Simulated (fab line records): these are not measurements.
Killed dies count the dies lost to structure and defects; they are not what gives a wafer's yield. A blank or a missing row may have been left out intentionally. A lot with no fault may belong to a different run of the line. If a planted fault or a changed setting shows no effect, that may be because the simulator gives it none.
Comparing a struck lot with a sound one	flow gf180mcu	15 out of 602 route steps
Sound: wafers L879.4, L879.5, L879.6. Struck: wafers L883.1, L883.2, L883.6. Last of all comes the cause.
Order at every step that has rows: each side's tool, ch and its chambers, its first start. Under that, the readings that differ: sound wafers	struck wafers	difference of the means	sigmas: that difference in standard deviations of wafers without a fault.
alike: same words and numbers on both sides, and readings whose means sit less than 2 such deviations apart. not compared: any withheld reading, any reading some wafer has no value for, any bound like >300 that may hide the same value, and any number with overlapping values for which the record gives no deviation.
The two part at a step that has a row with sigmas, a row that says differs or no value, or rows on one side only. When numbers do not overlap yet have no deviation, they are printed without sigmas and do not part them. Lack of a reading on every wafer of one side parts them only where that side has two or more wafers.

GF_M1_RS_MEAS_05: uses a four-point probe to measure.
  sound on filmMetro-02 at day 18 05:14; struck on filmMetro-03 at day 20 01:59
  alike: M1_ALCU_RS
GF_M1_THK_MEAS_06: measures by xrf.
  sound on filmMetro-02 at day 18 05:20; struck on filmMetro-03 at day 20 02:07
  alike: M1_ALCU_THK
then, 7 steps without rows for these wafers: GF_M1_DEHYDRATE_07 (time 60 s); GF_M1_HMDS_08 (prime time 60 s); GF_M1_COAT_09 (resist thk 1000 nm); GF_M1_SOFTBAKE_10 (time 60 s); GF_M1_EXPOSE_11 (exposes mask Metal1, target cd 230 nm); GF_M1_PEB_12 (peb time 90 s); GF_M1_DEVELOP_13 (develop time 60 s).
GF_M1_CD_MEAS_14: target cd 230 nm.
  sound on cdSem-01 at day 19 05:25; struck on cdSem-01 at day 21 02:54
  alike: cdNm
GF_M1_OVL_MEAS_15:
  sound on overlay-01 at day 19 05:30; struck on overlay-02 at day 21 03:01
  alike: M1_OVL
GF_M1_METAL_ETCH_16: etches the open film in Cl2/BCl3, stops on SiO2, target depth 750.8 nm, time 125.1 s.
  sound on rieMetal-03 ch 0,1, day 19 05:34; struck on rieMetal-01 ch 0,1, day 21 03:04
reading	sound	struck	difference	sigmas
drypumpMotorCurrentA (A)	6.21 6.18 5.83	5.44 5.65 5.48	-0.55	-2
  alike: oesProductAu, throttleValvePct
  not compared: rfHoursCounterH
GF_M1_STRIP_17: strips in O2/N2.
  sound on plasmaAsher-04 ch 0,1, day 19 05:41; struck on plasmaAsher-04 ch 0,1, day 21 03:11
reading	sound	struck	difference	sigmas
stripTimeToEndpointS (s)	7.43 7.40 7.39	7.07 7.10 7.10	-0.32	-8
  alike: drypumpMotorCurrentA, heaterPowerW, oesProductAu
  not compared: rfHoursCounterH
then, 1 step without rows for these wafers: GF_M1_STRIP_18 (strips in post etch residue remover, time 1200 s).
-- the record jumps here: 11 days lie between the struck wafers' starts before and after (it left off in module M1 and takes up again in module PASSIVATION, whose first step shown is number 602 of the route) --
GF_PASSIVATION_PROBE_99:
  rows exist in the record for the struck wafers here (prober-02, day 32 08:11), but not for the sound ones

## WHERE THEY PART
At GF_M1_METAL_ETCH_16 first; at GF_PASSIVATION_PROBE_99 last (within this record only).

WHY: whatever the simulator had introduced
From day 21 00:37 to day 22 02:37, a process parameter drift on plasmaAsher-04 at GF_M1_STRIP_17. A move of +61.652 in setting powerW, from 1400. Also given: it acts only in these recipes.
